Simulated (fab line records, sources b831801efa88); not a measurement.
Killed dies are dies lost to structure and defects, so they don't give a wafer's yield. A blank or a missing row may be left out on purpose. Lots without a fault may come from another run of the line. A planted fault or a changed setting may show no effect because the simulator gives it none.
A struck lot beside a sound one | flow sky130 | 15 steps out of a route of 708
Sound: wafers L233.3, L233.5, L233.6. Struck: wafers L226.1, L226.5, L226.6. The cause comes at the end.
At each step with rows: each side's tool, then ch and its chambers, then its first start. Under that, the readings that differ: sound wafers | struck wafers | difference of the means | sigmas: that difference in standard deviations of wafers without a fault.
alike: readings whose means differ by less than 2 such deviations, and words and numbers that are the same on both sides. not compared: withheld readings, readings that some wafer has no value for, bounds like >300 that may hide the same value, and numbers for which the record gives no deviation and whose values overlap.
The two part at a step that has a row with sigmas, a row that says differs or no value, or rows on one side only. Numbers that don't overlap but have no deviation are shown without sigmas and don't part them. A reading that every wafer of one side lacks parts them only if that side has two wafers or more.

first, 5 steps without rows for these wafers: SKY_LI_CONTACT_COAT_07 (resist thk 450 nm); SKY_LI_CONTACT_SOFTBAKE_08 (time 90 s); SKY_LI_CONTACT_EXPOSE_09 (exposes mask LICM1, target cd 170 nm); SKY_LI_CONTACT_PEB_10; SKY_LI_CONTACT_DEVELOP_11 (develop time 60 s).
SKY_LI_CONTACT_CD_MEAS_12: target cd 170 nm.
  sound on cd_sem-02, day 34 04:07; struck on cd_sem-01, day 32 00:59
  alike: cd_nm
SKY_LI_CONTACT_OVL_MEAS_13:
  sound on overlay-02, day 34 04:13; struck on overlay-01, day 32 01:06
  alike: LI_CONTACT_OVL
SKY_LI_CONTACT_ETCH_14: etches BARC in N2/H2, stops on SiO2, time 45.9 s, target depth 60 nm.
  sound on rie_diel-04 ch 2,3, day 34 04:14; struck on rie_diel-04 ch 0,1, day 32 01:08
  alike: drypump_motor_current_A, oes_product_au, throttle_valve_pct
  not compared: rf_hours_counter_h
SKY_LI_CONTACT_ETCH_15: etches PSG in C4F8/O2/Ar, stops on Si, target depth 600 nm.
  sound on rie_diel-04 ch 2,3, day 34 04:16; struck on rie_diel-04 ch 0,1, day 32 01:11
  alike: oes_product_au
SKY_LI_CONTACT_STRIP_16: strips in O2/N2.
  sound on plasma_asher-02 ch 0,1, day 34 04:23; struck on plasma_asher-03 ch 0,1, day 32 01:16
  alike: drypump_motor_current_A, oes_product_au, strip_time_to_endpoint_s
  not compared: rf_hours_counter_h
then, 2 steps without rows for these wafers: SKY_LI_CONTACT_CLEAN_17 (cleans in NMP, time 600 s); SKY_LI_CONTACT_PRE_CLEAN_18 (time 5.6 s).
SKY_LI_CONTACT_SPUTTER_19: material Ti, target thk 20 nm, time 106.37 s.
  sound on pvd_sputter-03, day 34 04:40; struck on pvd_sputter-03, day 32 01:34
  no value came back on the struck wafers for cathode_dc_power_W (W), chamber_pressure_pa (Pa), throttle_valve_pct (%); on the sound wafers cathode_dc_power_W (W) reads 2500.5 2500.6 2499.2
SKY_LI_CONTACT_SPUTTER_20: material TiN, target thk 20 nm, time 80 s.
  sound on pvd_sputter-03, day 34 04:44; struck on pvd_sputter-03, day 32 01:38
  alike: cathode_dc_power_W, chamber_pressure_pa, throttle_valve_pct
-- the record jumps here: 16 days lie between the struck wafers' starts before and after (it left off in module LI_CONTACT and takes up again in module PAD_OPEN, whose first step shown is number 708 of the route) --
SKY_PAD_OPEN_PROBE_99:
  sound on prober-02, day 49 10:08; struck on prober-02, day 47 22:56
  reading            | sound    | struck      | difference | sigmas
  killed_at_contacts | 24 36 29 | 442 423 440 | +405       | +76
  killed_dies        | 89 94 95 | 492 492 492 | +399       | +42
  killed_on_rim      | 14 18 20 | 96 96 96    | +79        | +20
  alike: killed_at_M0_to_M3, killed_at_M4_up, killed_at_front_end, killed_at_other, killed_open, killed_short

WHERE THEY PART
First at SKY_LI_CONTACT_SPUTTER_19; last, within this record, at SKY_PAD_OPEN_PROBE_99.

WHY: what the simulator had put in
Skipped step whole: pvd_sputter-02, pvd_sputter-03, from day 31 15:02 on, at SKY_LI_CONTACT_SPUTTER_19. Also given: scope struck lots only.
